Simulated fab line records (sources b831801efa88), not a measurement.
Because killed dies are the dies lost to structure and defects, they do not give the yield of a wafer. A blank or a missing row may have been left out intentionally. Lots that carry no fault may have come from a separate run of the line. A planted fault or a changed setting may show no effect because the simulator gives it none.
Chamber matching + flow gf180mcu + 3 sister chambers for GF_V3_CVD_02 on pecvd-02
The step deposits SiO2 from TEOS, target thk 850 nm, time 94.851 s. 22 wafers are shown with their chamber, then 11 later ones without.

== WAFERS WITH THEIR CHAMBER ==
| wafer  | chamber | heater power w (W) |
|--------|---------|--------------------|
| L076.1 | 2       | 625                |
| L076.2 | 1       | 743                |
| L076.3 | 0       | 641                |
| L076.4 | 0       | 498                |
| L076.5 | 1       | 755                |
| L076.6 | 2       | 667                |
| L079.1 | 0       | 540                |
| L079.2 | 2       | 660                |
| L079.3 | 1       | 781                |
| L079.4 | 2       | 689                |
| L079.5 | 0       | 602                |
| L079.6 | 1       | 653                |
| L084.1 | 2       | 698                |
| L084.2 | 1       | 765                |
| L084.5 | 1       | 787                |
| L085.1 | 1       | 645                |
| L085.4 | 0       | 593                |
| L085.5 | 1       | 716                |
| L091.1 | 2       | 609                |
| L091.2 | 1       | 784                |
| L091.3 | 0       | 633                |
| L091.4 | 2       | 668                |

SIGNATURES, as means of the wafers listed above
| reading        | chamber 0 | chamber 1 | chamber 2 | scatter within a chamber |
|----------------|-----------|-----------|-----------|--------------------------|
| heater power w | 584.50    | 736.56    | 659.43    | 48.9                     |
Rule: a wafer's distance from a chamber is the root of the sum, over the readings, of the square of ((its reading less the chamber's mean) divided by the reading's scatter). The wafer belongs to the nearest chamber; if the next one is less than 2 further off, it can't be placed. The scatter: the root of (the sum of the squares of (reading less its chamber's mean) over the shown wafers, divided by (wafers less chambers)).

== WAFERS MISSING THEIR CHAMBER ==
| wafer  | heater power w (W) |
|--------|--------------------|
| L091.5 | 639                |
| L091.6 | 640                |
| L092.3 | 672                |
| L092.5 | 559                |
| L092.6 | 578                |
| L097.1 | 703                |
| L097.2 | 609                |
| L097.3 | 734                |
| L097.4 | 645                |
| L097.5 | 756                |
| L097.6 | 704                |

== CHAMBER TAKEN BY EACH ==
| wafer  | from the rows above          | in truth |
|--------|------------------------------|----------|
| L091.5 | can't be placed: 2 or 0 or 1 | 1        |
| L091.6 | can't be placed: 2 or 0 or 1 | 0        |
| L092.3 | can't be placed: 2 or 1 or 0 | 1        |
| L092.5 | can't be placed: 0 or 2      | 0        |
| L092.6 | can't be placed: 0 or 2      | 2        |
| L097.1 | can't be placed: 1 or 2 or 0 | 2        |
| L097.2 | can't be placed: 0 or 2      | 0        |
| L097.3 | can't be placed: 1 or 2      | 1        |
| L097.4 | can't be placed: 2 or 0 or 1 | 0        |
| L097.5 | can't be placed: 1 or 2      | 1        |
| L097.6 | can't be placed: 1 or 2 or 0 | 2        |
Placed correctly: 0 of 11. Unplaceable from these rows: 11, with the true chamber sitting among the candidates in 11. 0 placed wrongly.
